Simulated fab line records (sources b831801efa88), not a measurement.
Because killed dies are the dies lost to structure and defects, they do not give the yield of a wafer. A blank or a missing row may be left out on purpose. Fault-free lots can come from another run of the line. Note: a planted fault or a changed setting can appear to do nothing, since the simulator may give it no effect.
fab line records ; flow sky130
[record] lots = 6; wafers = 18; last-day = 50
route steps=708 shown SD_N@350 SD_P@359 RES_XHIGH@360 SALICIDE@361 LI_CONTACT@362 PAD_OPEN@708
lots that met no fault: taken from a fault-free run of the same line
start-h: start of the lot's first displayed wafer, in hours after the record's first day ; wait-h: hours from the lot's prior step to this one ; " same as the row above ; L1.1+2: one row covering several wafers at once ; - either no value or no given start ; * or withheld: withheld ; < > ~ a bound
route shown NAME@n: names a module that has steps shown in the file, with the first one's number in the route ; usual: average and standard deviation across the fault-free wafers ; same: alike in all rows ; chamber/n: place in a boat ; sites: per-site readings ; _std_site: their standard deviation ; _edge_site: inner sites' mean taken away from outer sites' mean ; radius-mm: how far each site lies from the wafer's centre ; mask NAME#n: copy n ; behind: the last tool/chamber to shape the wafer ; hold: cause of the lot's hold/its duration in hours/its outcome ; device: which transistor (n, p or np) failed to switch ; end of line: at the end of the route, the tests of the same wafers ; a step without rows: its recipe alone ; killed: the dies lost at the first sort to structure and to defects; this is not the yield of the wafer ; map: the dies of a wafer, with x for killed, . for not killed, _ for no die there
set.NAME: setting as actually run; set.NAME@STEP: the setting as run at that earlier step ; model.NAME: the simulator's own value behind a step, which no gauge read
a table for each step, a row for each wafer; lots at some steps of the route
services: a tool's chamber out of use, with start hour (start-h, from the record's first day; less than 0 if before it), hours out, and reason
[[steps]]
[step SKY_SD_N_OVL_MEAS_08]
[usual] SD_N_OVL = 0.1/1.5
lot.wafer;tool;chamber;start-h;wait-h;SD_N_OVL[nm]
L639.2;overlay-01;-;678.61;0.1;0.4
L639.4;overlay-01;-;678.61;0.1;1.1
L639.5;overlay-01;-;678.61;0.1;-1.7
L646.1;overlay-01;-;733.30;0.1;0.2
L646.2;overlay-01;-;733.30;0.1;1.1
L646.6;overlay-01;-;733.30;0.1;0.4
L649.1;overlay-01;-;767.03;0.1;0.3
L649.2;overlay-01;-;767.03;0.1;-0.6
L649.5;overlay-01;-;767.03;0.1;0.3
L657.1;overlay-01;-;810.50;0.1;0.1
L657.2;overlay-01;-;810.50;0.1;-1.6
L657.3;overlay-01;-;810.50;0.1;0.4
L658.3;overlay-01;-;814.95;0.1;-1.0
L658.5;overlay-01;-;814.95;0.1;-1.9
L658.6;overlay-01;-;814.95;0.1;-1.0
L660.2;overlay-02;-;832.54;0.1;1.5
L660.3;overlay-02;-;832.54;0.1;0.2
L660.6;overlay-02;-;832.54;0.1;-0.5
[step SKY_SD_N_IMPLANT_09]
[recipe] species = As; energy-kev = 50; dose-cm2 = 4e+15; tilt-deg = 0
[step SKY_SD_N_IMPLANT_10]
[recipe] species = P; energy-kev = 20; dose-cm2 = 1e+14; tilt-deg = 0
[step SKY_SD_N_STRIP_11]
[recipe] chemistry = O2/N2; power-w = 1400; pressure-mtorr = 1500; platen-temp-c = withheld; o2-flow-sccm = 3000; n2-flow-sccm = 300; overash-fraction = 0.5
[usual] drypump-motor-current-A = 5.5/0.36; oes-product-au = 0.527/0.0044; strip-time-to-endpoint-s = 22.54/0.043
lot.wafer;tool;chamber;start-h;wait-h;drypump-motor-current-A;oes-product-au;rf-hours-counter-h;strip-time-to-endpoint-s
L639.2;plasma-asher-03;0;678.94;0.1;5.3;0.535;25;22.54
L639.4;plasma-asher-03;0;678.94;0.1;5.3;0.526;-;22.54
L639.5;plasma-asher-03;0;678.94;0.1;5.2;0.527;-;22.52
L646.1;plasma-asher-03;0;733.64;0.1;5.3;0.521;29;22.59
L646.2;plasma-asher-03;1;733.64;0.1;5.4;0.525;29;22.63
L646.6;plasma-asher-03;0;733.64;0.1;5.3;0.527;-;22.57
L649.1;plasma-asher-03;0;767.37;0.1;5.2;0.532;33;22.59
L649.2;plasma-asher-03;1;767.37;0.1;5.4;0.527;33;22.54
L649.5;plasma-asher-03;1;767.37;0.1;5.4;0.533;-;22.57
L657.1;plasma-asher-02;1;810.84;0.1;5.4;0.520;7;22.51
L657.2;plasma-asher-02;0;810.84;0.1;6.4;0.525;7;22.48
L657.3;plasma-asher-02;0;810.84;0.1;6.4;0.530;-;22.54
L658.3;plasma-asher-02;0;815.30;0.1;6.3;0.531;-;22.55
L658.5;plasma-asher-02;1;815.30;0.1;5.4;0.528;-;22.52
L658.6;plasma-asher-02;0;815.30;0.1;6.4;0.521;-;22.51
L660.2;plasma-asher-01;1;832.87;0.1;5.3;0.523;73;22.50
L660.3;plasma-asher-01;1;832.87;0.1;5.3;0.527;-;22.50
L660.6;plasma-asher-01;1;832.87;0.1;5.4;0.527;-;22.47
[step SKY_SD_N_TW_MEAS_12]
[usual] SD_N_TW = 3922/24
lot.wafer;tool;chamber;start-h;wait-h;SD_N_TW
L639.2;film-metro-02;-;679.05;0.1;3903
L639.4;film-metro-02;-;679.05;0.1;3910
L639.5;film-metro-02;-;679.05;0.1;3901
L646.1;film-metro-04;-;733.74;0.1;3933
L646.2;film-metro-04;-;733.74;0.1;3952
L646.6;film-metro-04;-;733.74;0.1;3955
L649.1;film-metro-04;-;767.47;0.1;3919
L649.2;film-metro-04;-;767.47;0.1;3937
L649.5;film-metro-04;-;767.47;0.1;3921
L657.1;film-metro-02;-;810.94;0.1;3920
L657.2;film-metro-02;-;810.94;0.1;3903
L657.3;film-metro-02;-;810.94;0.1;3898
L658.3;film-metro-02;-;815.39;0.1;3899
L658.5;film-metro-02;-;815.39;0.1;3903
L658.6;film-metro-02;-;815.39;0.1;3891
L660.2;film-metro-02;-;832.98;0.1;3902
L660.3;film-metro-02;-;832.98;0.1;3910
L660.6;film-metro-02;-;832.98;0.1;3912
[step SKY_SD_N_CLEAN_13]
[recipe] chemistry = SC1/SC2; mix = 1:4:20; temp-c = 70; time-s = 150; dry = n2-spin
[step SKY_SD_N_RTA_14]
[recipe] temp-c = 1075; time-s = 2; idle-temp-c = 650; ramp-up-c-per-s = 150; ramp-down-c-per-s = 90; ambient = N2
[usual] lamp-power-pct = 15.73/0.05; wafer_temp_C_max = 1078.0/1.2
lot.wafer;tool;chamber;start-h;wait-h;lamp-power-pct;wafer_temp_C_max
L639.2;rtp-anneal-01;0;679.16;0.0;15.66;1078.1
L639.4;rtp-anneal-01;0;679.16;0.0;15.77;1078.5
L639.5;rtp-anneal-01;0;679.16;0.0;15.68;1076.7
L646.1;rtp-anneal-02;0;733.85;0.0;15.71;1077.5
L646.2;rtp-anneal-02;0;733.85;0.0;15.72;1078.2
L646.6;rtp-anneal-02;0;733.85;0.0;15.73;1078.1
L649.1;rtp-anneal-01;0;767.58;0.0;15.75;1076.1
L649.2;rtp-anneal-01;0;767.58;0.0;15.71;1076.1
L649.5;rtp-anneal-01;0;767.58;0.0;15.76;1077.7
L657.1;rtp-anneal-01;0;811.05;0.0;15.73;1080.1
L657.2;rtp-anneal-01;0;811.05;0.0;15.73;1078.2
L657.3;rtp-anneal-01;0;811.05;0.0;15.67;1078.1
L658.3;rtp-anneal-01;0;815.50;0.0;15.76;1078.0
L658.5;rtp-anneal-01;0;815.50;0.0;15.73;1079.4
L658.6;rtp-anneal-01;0;815.50;0.0;15.71;1077.5
L660.2;rtp-anneal-02;0;833.09;0.0;15.73;1077.4
L660.3;rtp-anneal-02;0;833.09;0.0;15.65;1077.7
L660.6;rtp-anneal-02;0;833.09;0.0;15.75;1080.4
[step SKY_SD_N_RS_MEAS_16]
[recipe] thk-meas-gauge = four-point-probe
[usual] SD_N_RS = 68.63/0.1
lot.wafer;tool;chamber;start-h;wait-h;SD_N_RS[ohm/sq]
L639.2;film-metro-04;-;679.34;0.1;68.85
L639.4;film-metro-04;-;679.34;0.1;68.65
L639.5;film-metro-04;-;679.34;0.1;68.66
L646.1;film-metro-04;-;734.02;0.1;68.55
L646.2;film-metro-04;-;734.02;0.1;68.66
L646.6;film-metro-04;-;734.02;0.1;68.44
L649.1;film-metro-02;-;767.75;0.1;68.70
L649.2;film-metro-02;-;767.75;0.1;68.69
L649.5;film-metro-02;-;767.75;0.1;68.60
L657.1;film-metro-01;-;811.22;0.1;68.69
L657.2;film-metro-01;-;811.22;0.1;68.66
L657.3;film-metro-01;-;811.22;0.1;68.49
L658.3;film-metro-01;-;815.69;0.1;68.74
L658.5;film-metro-01;-;815.69;0.1;68.54
L658.6;film-metro-01;-;815.69;0.1;68.77
L660.2;film-metro-01;-;833.28;0.1;68.60
L660.3;film-metro-01;-;833.28;0.1;68.51
L660.6;film-metro-01;-;833.28;0.1;68.66
[step SKY_SD_N_RS_MEAS_17]
[recipe] thk-meas-gauge = four-point-probe
[usual] SD_P_RS = 147.3/0.31
lot.wafer;tool;chamber;start-h;wait-h;SD_P_RS[ohm/sq]
L639.2;film-metro-04;-;679.46;0.1;148.1
L639.4;film-metro-04;-;679.46;0.1;147.4
L639.5;film-metro-04;-;679.46;0.1;147.7
L646.1;film-metro-04;-;734.14;0.1;147.2
L646.2;film-metro-04;-;734.14;0.1;147.4
L646.6;film-metro-04;-;734.14;0.1;147.1
L649.1;film-metro-02;-;767.87;0.1;147.5
L649.2;film-metro-02;-;767.87;0.1;147.3
L649.5;film-metro-02;-;767.87;0.1;146.9
L657.1;film-metro-01;-;811.34;0.1;147.4
L657.2;film-metro-01;-;811.34;0.1;147.0
L657.3;film-metro-01;-;811.34;0.1;147.3
L658.3;film-metro-01;-;815.81;0.1;147.4
L658.5;film-metro-01;-;815.81;0.1;147.3
L658.6;film-metro-01;-;815.81;0.1;148.0
L660.2;film-metro-01;-;833.40;0.1;147.2
L660.3;film-metro-01;-;833.40;0.1;147.1
L660.6;film-metro-01;-;833.40;0.1;147.0
[step SKY_SD_N_RS_MEAS_18]
[recipe] thk-meas-gauge = four-point-probe
[usual] RES_XHIGH_RS = 333.9/1.1
lot.wafer;tool;chamber;start-h;wait-h;RES_XHIGH_RS[ohm/sq]
L639.2;film-metro-04;-;679.58;0.1;333.5
L639.4;film-metro-04;-;679.58;0.1;332.5
L639.5;film-metro-04;-;679.58;0.1;332.5
L646.1;film-metro-04;-;734.26;0.1;335.1
L646.2;film-metro-04;-;734.26;0.1;335.1
L646.6;film-metro-04;-;734.26;0.1;335.4
L649.1;film-metro-02;-;767.99;0.1;333.1
L649.2;film-metro-02;-;767.99;0.1;334.7
L649.5;film-metro-02;-;767.99;0.1;333.4
L657.1;film-metro-01;-;811.46;0.1;334.5
L657.2;film-metro-01;-;811.46;0.1;332.7
L657.3;film-metro-01;-;811.46;0.1;333.3
L658.3;film-metro-01;-;815.93;0.1;332.2
L658.5;film-metro-01;-;815.93;0.1;332.9
L658.6;film-metro-01;-;815.93;0.1;333.5
L660.2;film-metro-01;-;833.52;0.1;333.0
L660.3;film-metro-01;-;833.52;0.1;333.6
L660.6;film-metro-01;-;833.52;0.1;331.4
[step SKY_SALICIDE_CLEAN_00]
[recipe] chemistry = HF-last; time-s = 30; dilution = 100:1; dry = ipa-marangoni
[step SKY_LI_CONTACT_HDPCVD_00]
[recipe] material = PSG; target-thk-nm = 930; sigma-open-frac = 0.3; time-s = 155; temp-c = 600; sih4-flow-sccm = 60; pressure-mtorr = 6
lot.wafer;tool;chamber;start-h;wait-h;model.PSG_of_LI_CONTACT_HDPCVD_00.thk-nm
L639.2;hdpcvd-01;1;679.70;0.0;914.8
L639.4;hdpcvd-01;1;679.70;0.0;939
L639.5;hdpcvd-01;2;679.70;0.0;916.6
L646.1;hdpcvd-02;1;734.40;0.0;1256
L646.2;hdpcvd-02;0;734.40;0.0;949.7
L646.6;hdpcvd-02;0;734.40;0.0;923.6
L649.1;hdpcvd-02;1;768.13;0.0;1257
L649.2;hdpcvd-02;0;768.13;0.0;940.6
L649.5;hdpcvd-02;1;768.13;0.0;1258
L657.1;hdpcvd-01;2;811.60;0.0;933.8
L657.2;hdpcvd-01;1;811.60;0.0;915.7
L657.3;hdpcvd-01;0;811.60;0.0;930.2
L658.3;hdpcvd-01;2;816.03;0.0;907.7
L658.5;hdpcvd-01;0;816.03;0.0;911.7
L658.6;hdpcvd-01;2;816.03;0.0;902.2
L660.2;hdpcvd-02;1;833.64;0.0;932.3
L660.3;hdpcvd-02;0;833.64;0.0;925
L660.6;hdpcvd-02;1;833.64;0.0;925.2
[step SKY_LI_CONTACT_THK_MEAS_01]
[recipe] reads = PSG_of_LI_CONTACT_HDPCVD_00
[usual] LI_CONTACT_HDPCVD_THK = 930/10
lot.wafer;tool;chamber;start-h;wait-h;LI_CONTACT_HDPCVD_THK[nm]
L639.2;film-metro-01;-;679.81;0.1;916
L639.4;film-metro-01;-;679.81;0.1;939
L639.5;film-metro-01;-;679.81;0.1;917
L646.1;film-metro-02;-;734.50;0.1;1256
L646.2;film-metro-02;-;734.50;0.1;950
L646.6;film-metro-02;-;734.50;0.1;923
L649.1;film-metro-01;-;768.23;0.1;1257
L649.2;film-metro-01;-;768.23;0.1;940
L649.5;film-metro-01;-;768.23;0.1;1259
L657.1;film-metro-04;-;811.70;0.1;933
L657.2;film-metro-04;-;811.70;0.1;916
L657.3;film-metro-04;-;811.70;0.1;930
L658.3;film-metro-04;-;816.15;0.1;908
L658.5;film-metro-04;-;816.15;0.1;912
L658.6;film-metro-04;-;816.15;0.1;902
L660.2;film-metro-04;-;833.75;0.1;933
L660.3;film-metro-04;-;833.75;0.1;925
L660.6;film-metro-04;-;833.75;0.1;926
[step SKY_LI_CONTACT_CMP_02]
[recipe] material = PSG; down-force-psi = 4; platen-rpm = 60; pad-velocity-m-s = 0.94248
[usual] head-pressure-psi = 4.001/0.0092; motor-current-A = 12.0/1.2; time-to-endpoint-s = 31.8/2.4
lot.wafer;tool;chamber;start-h;wait-h;head-pressure-psi;motor-current-A;time-to-endpoint-s
L639.2;cmp-02;0;679.86;0.0;3.989;12.6;27.5
L639.4;cmp-02;1;679.86;0.0;4.005;11.8;31.9
L639.5;cmp-02;0;679.86;0.0;3.993;13.6;29.7
L646.1;cmp-01;1;734.56;0.1;3.999;12.7;62.3
L646.2;cmp-01;3;734.56;0.1;3.997;12.0;33.3
L646.6;cmp-01;2;734.56;0.1;4.000;9.0;32.4
L649.1;cmp-01;2;768.34;0.1;3.996;9.2;65.1
L649.2;cmp-01;0;768.34;0.1;4.001;12.9;36.1
L649.5;cmp-01;2;768.34;0.1;3.998;9.2;65.0
L657.3;cmp-02;3;811.81;0.1;3.994;11.2;30.2
L657.2;cmp-02;0;811.81;0.1;4.012;13.0;28.3
L657.1;cmp-02;1;811.81;0.1;4.004;12.5;28.3
L658.3;cmp-01;1;816.34;0.2;3.999;12.7;26.8
L658.6;cmp-01;2;816.34;0.2;3.997;9.4;30.1
L658.5;cmp-01;3;816.34;0.2;4.009;12.3;31.6
L660.3;cmp-01;3;833.80;0.0;4.008;11.8;32.4
L660.2;cmp-01;2;833.80;0.0;3.998;9.3;30.3
L660.6;cmp-01;0;833.80;0.0;4.002;12.9;33.0
[step SKY_LI_CONTACT_BOW_MEAS_03]
[recipe] mode = bow
[usual] LI_CONTACT_BOW = 57/7.6
lot.wafer;tool;chamber;start-h;wait-h;LI_CONTACT_BOW[um]
L639.2;film-metro-04;-;680.18;0.3;63
L639.4;film-metro-04;-;680.18;0.3;55
L639.5;film-metro-04;-;680.18;0.3;73
L646.1;film-metro-04;-;734.86;0.2;54
L646.2;film-metro-04;-;734.86;0.2;46
L646.6;film-metro-04;-;734.86;0.2;48
L649.1;film-metro-04;-;768.59;0.2;46
L649.2;film-metro-04;-;768.59;0.2;56
L649.5;film-metro-04;-;768.59;0.2;58
L657.1;film-metro-02;-;812.06;0.1;53
L657.2;film-metro-02;-;812.06;0.1;60
L657.3;film-metro-02;-;812.06;0.1;59
L658.3;film-metro-01;-;816.53;0.1;46
L658.5;film-metro-01;-;816.53;0.1;37
L658.6;film-metro-01;-;816.53;0.1;46
L660.2;film-metro-01;-;834.12;0.1;60
L660.3;film-metro-01;-;834.12;0.1;47
L660.6;film-metro-01;-;834.12;0.1;64
[step SKY_PAD_OPEN_PROBE_99]
[usual] killed_at_M0_to_M3 = 43/7.4; killed_at_M4_up = 3.3/2; killed-at-contacts = 24/5.4; killed-at-front-end = 16/4.2; killed-at-other = 0.3/0.61; killed-dies = 87/9.4; killed-open = 47/7.3; killed-short = 40/6.7
[same] gross-dies = 492; killed-at-back-side = 0
lot.wafer;tool;chamber;start-h;wait-h;killed_at_M0_to_M3;killed_at_M4_up;killed-at-contacts;killed-at-front-end;killed-at-other;killed-dies;killed-open;killed-short
L639.2;prober-02;-;1099.48;0.1;41;3;25;16;0;85;49;36
L639.4;prober-02;-;1099.58;0.2;41;4;18;17;1;81;45;36
L639.5;prober-02;-;1099.63;0.2;42;2;25;21;1;91;47;43
L646.1;prober-01;-;1141.38;0.1;38;9;28;9;0;84;46;38
L646.2;prober-01;-;1141.43;0.1;50;4;38;10;0;102;51;51
L646.6;prober-01;-;1141.63;0.2;48;2;18;24;1;93;56;37
L649.1;prober-02;-;1165.26;0.1;39;2;27;13;1;82;47;35
L649.2;prober-02;-;1165.31;0.1;39;3;25;13;2;82;52;27
L649.5;prober-02;-;1165.46;0.2;37;3;27;8;0;75;43;32
L657.1;prober-01;-;1192.03;0.1;47;1;19;23;0;90;56;34
L657.2;prober-01;-;1192.08;0.1;41;5;23;17;0;86;49;37
L657.3;prober-01;-;1192.13;0.2;39;4;19;8;0;70;45;25
L658.3;prober-01;-;1193.84;0.2;36;3;26;13;0;78;38;39
L658.5;prober-01;-;1193.94;0.2;30;1;21;12;0;64;31;33
L658.6;prober-01;-;1193.99;0.2;34;1;31;22;0;88;45;43
L660.2;prober-02;-;1204.98;0.1;43;7;29;11;0;90;47;43
L660.3;prober-02;-;1205.03;0.2;46;3;24;16;0;89;47;40
L660.6;prober-02;-;1205.18;0.2;31;2;29;14;0;76;36;38
// killed by level:class
L639.2 LI_CONTACT:geometric-particle:open=9 VIA1:geometric-particle:open=8 VIA1:geometric-particle:short=8 CONTACT:geometric-particle:open=8 VIA2:geometric-particle:open=7 FIELD_ISO:geometric-particle:short=5 POLY_GATE:geometric-particle:open=5 METAL3:geometric-particle:short=4
L639.4 VIA2:geometric-particle:open=10 VIA1:geometric-particle:open=8 CONTACT:geometric-particle:open=5 VIA3:geometric-particle:open=4 POLY_GATE:geometric-particle:short=4 LOCAL_INTERCONNECT:geometric-particle:short=4 CONTACT:geometric-particle:short=4 METAL2:geometric-particle:short=4
L639.5 VIA1:geometric-particle:open=9 CONTACT:geometric-particle:open=8 LI_CONTACT:geometric-particle:open=8 METAL2:geometric-particle:short=7 FIELD_ISO:geometric-particle:short=6 CONTACT:geometric-particle:short=6 VIA2:geometric-particle:open=5 VIA3:geometric-particle:open=5
L646.1 CONTACT:geometric-particle:open=12 VIA1:geometric-particle:open=9 VIA2:geometric-particle:open=7 METAL4:geometric-particle:short=7 CONTACT:geometric-particle:short=5 LI_CONTACT:geometric-particle:open=5 METAL1:geometric-particle:short=4 VIA3:geometric-particle:short=4
L646.2 VIA1:geometric-particle:open=15 LI_CONTACT:geometric-particle:open=11 LOCAL_INTERCONNECT:geometric-particle:short=10 CONTACT:geometric-particle:open=9 METAL2:geometric-particle:short=8 VIA2:geometric-particle:short=5 CONTACT:geometric-particle:short=5 VIA1:geometric-particle:short=5
L646.6 CONTACT:geometric-particle:open=9 VIA2:geometric-particle:open=9 VIA1:geometric-particle:open=9 VIA3:geometric-particle:open=8 POLY_GATE:geometric-particle:open=6 POLY_GATE:geometric-particle:short=6 METAL2:geometric-particle:short=6 VIA2:geometric-particle:short=5
L649.1 CONTACT:geometric-particle:open=10 LI_CONTACT:geometric-particle:open=7 VIA1:geometric-particle:open=7 VIA2:geometric-particle:open=7 CONTACT:geometric-particle:short=6 VIA3:geometric-particle:open=6 VIA3:geometric-particle:short=5 FIELD_ISO:geometric-particle:short=4
L649.2 VIA1:geometric-particle:open=11 LI_CONTACT:geometric-particle:open=9 VIA3:geometric-particle:open=7 LOCAL_INTERCONNECT:geometric-particle:short=6 VIA2:geometric-particle:open=5 CONTACT:geometric-particle:open=5 POLY_GATE:geometric-particle:open=4 VIA3:geometric-particle:short=3
L649.5 VIA1:geometric-particle:open=10 LI_CONTACT:geometric-particle:open=9 CONTACT:geometric-particle:open=8 VIA2:geometric-particle:open=8 CONTACT:geometric-particle:short=5 VIA1:geometric-particle:short=5 METAL2:geometric-particle:short=5 LOCAL_INTERCONNECT:geometric-particle:short=4
L657.1 VIA1:geometric-particle:open=15 VIA2:geometric-particle:open=8 CONTACT:geometric-particle:open=7 FIELD_ISO:geometric-particle:short=6 POLY_GATE:geometric-particle:open=6 VIA1:geometric-particle:short=6 FIELD_ISO:geometric-particle:open=5 LI_CONTACT:geometric-particle:open=5
L657.2 VIA1:geometric-particle:open=8 VIA2:geometric-particle:open=7 CONTACT:geometric-particle:open=6 CONTACT:geometric-particle:short=6 METAL2:geometric-particle:short=6 POLY_GATE:geometric-particle:short=5 POLY_GATE:geometric-particle:open=5 LOCAL_INTERCONNECT:geometric-particle:short=5
L657.3 VIA2:geometric-particle:open=10 CONTACT:geometric-particle:open=8 VIA1:geometric-particle:open=8 VIA3:geometric-particle:open=5 LI_CONTACT:geometric-particle:open=5 CONTACT:geometric-particle:short=4 VIA1:geometric-particle:short=3 METAL2:geometric-particle:open=3
L658.3 CONTACT:geometric-particle:open=13 VIA1:geometric-particle:open=7 CONTACT:geometric-particle:short=6 METAL1:geometric-particle:short=5 METAL2:geometric-particle:short=5 FIELD_ISO:geometric-particle:short=4 LOCAL_INTERCONNECT:geometric-particle:short=4 VIA2:geometric-particle:short=4
L658.5 VIA2:geometric-particle:open=7 VIA1:geometric-particle:open=6 LOCAL_INTERCONNECT:geometric-particle:short=5 FIELD_ISO:geometric-particle:short=4 CONTACT:geometric-particle:open=4 VIA1:geometric-particle:short=4 METAL2:geometric-particle:short=4 POLY_GATE:geometric-particle:open=3
L658.6 CONTACT:geometric-particle:open=17 FIELD_ISO:geometric-particle:short=9 VIA3:geometric-particle:open=7 VIA1:geometric-particle:open=7 LOCAL_INTERCONNECT:geometric-particle:short=5 CONTACT:geometric-particle:short=5 METAL1:geometric-particle:short=5 POLY_GATE:geometric-particle:open=4
L660.2 LI_CONTACT:geometric-particle:open=10 VIA1:geometric-particle:open=7 VIA1:geometric-particle:short=7 CONTACT:geometric-particle:open=6 METAL2:geometric-particle:short=6 LOCAL_INTERCONNECT:geometric-particle:short=5 METAL2:geometric-particle:open=5 METAL3:geometric-particle:short=5
L660.3 VIA3:geometric-particle:open=10 VIA1:geometric-particle:open=9 CONTACT:geometric-particle:open=9 METAL2:geometric-particle:short=7 METAL1:geometric-particle:short=7 CONTACT:geometric-particle:short=6 POLY_GATE:geometric-particle:short=5 LI_CONTACT:geometric-particle:open=4
L660.6 CONTACT:geometric-particle:open=8 VIA2:geometric-particle:open=8 CONTACT:geometric-particle:short=7 METAL1:geometric-particle:short=6 POLY_GATE:geometric-particle:open=5 LI_CONTACT:geometric-particle:short=5 LI_CONTACT:geometric-particle:open=5 VIA1:geometric-particle:open=4
[[services]]
tool;chamber;start-h;hours;kind
plasma-asher-01;-;665.34;1.1;repair
hdpcvd-01;0;665.75;-;clean
hdpcvd-01;1;665.75;-;clean
hdpcvd-01;2;665.75;-;clean
cmp-01;-;676.02;3.0;repair
plasma-asher-03;-;719.11;4.5;repair
plasma-asher-02;-;733.75;9.0;pm
plasma-asher-02;0;733.75;9.0;vent-cycle
plasma-asher-02;1;733.75;9.0;vent-cycle
plasma-asher-02;0;742.75;-;clean
plasma-asher-02;1;742.75;-;clean
cmp-02;-;742.85;8.2;pm
cmp-02;-;751.01;4.0;pm
cmp-02;-;754.61;2.1;repair
cmp-02;-;755.01;-;consumable-replace:conditioner
cmp-02;-;755.01;-;consumable-replace:pad
cmp-02;-;778.20;0.7;repair
cmp-02;-;794.72;5.2;repair
hdpcvd-02;2;800.40;3.7;repair
cmp-02;-;831.01;2.0;repair
[[key]]
[first-sign] step = SKY_LI_CONTACT_THK_MEAS_01; reading = LI_CONTACT_HDPCVD_THK; direction = up; sigmas = 32; usual = 930; struck = 1257
[effect] step = SKY_LI_CONTACT_CMP_02; reading = time-to-endpoint-s; direction = up; sigmas = 13; usual = *; struck = *
[model-effect] step = SKY_LI_CONTACT_HDPCVD_00; value = PSG_of_LI_CONTACT_HDPCVD_00.thk-nm; without = 947.5; struck = 1257
met-at SKY_LI_CONTACT_HDPCVD_00
struck-wafers L646.1,L649.1,L649.5
tester-left-out L646,L649
[fault] kind = process-parameter-drift; tool = hdpcvd-02; chamber = -; onset-h = 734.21; steps = SKY_LI_CONTACT_HDPCVD_00; channel = target-thk-nm; offset = 309.26; shape = step; end-h = 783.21; scope = struck-wafers-only; acts-in = these-recipes-only; stated = 930
// tester-left-out: of these lots the tester's yield and bins aren't shown, on N5 and GAA mostly nor the transistor test; their killed dies are dies lost to structure and defects alone, not to doping, threshold or leakage, so they don't give the yield
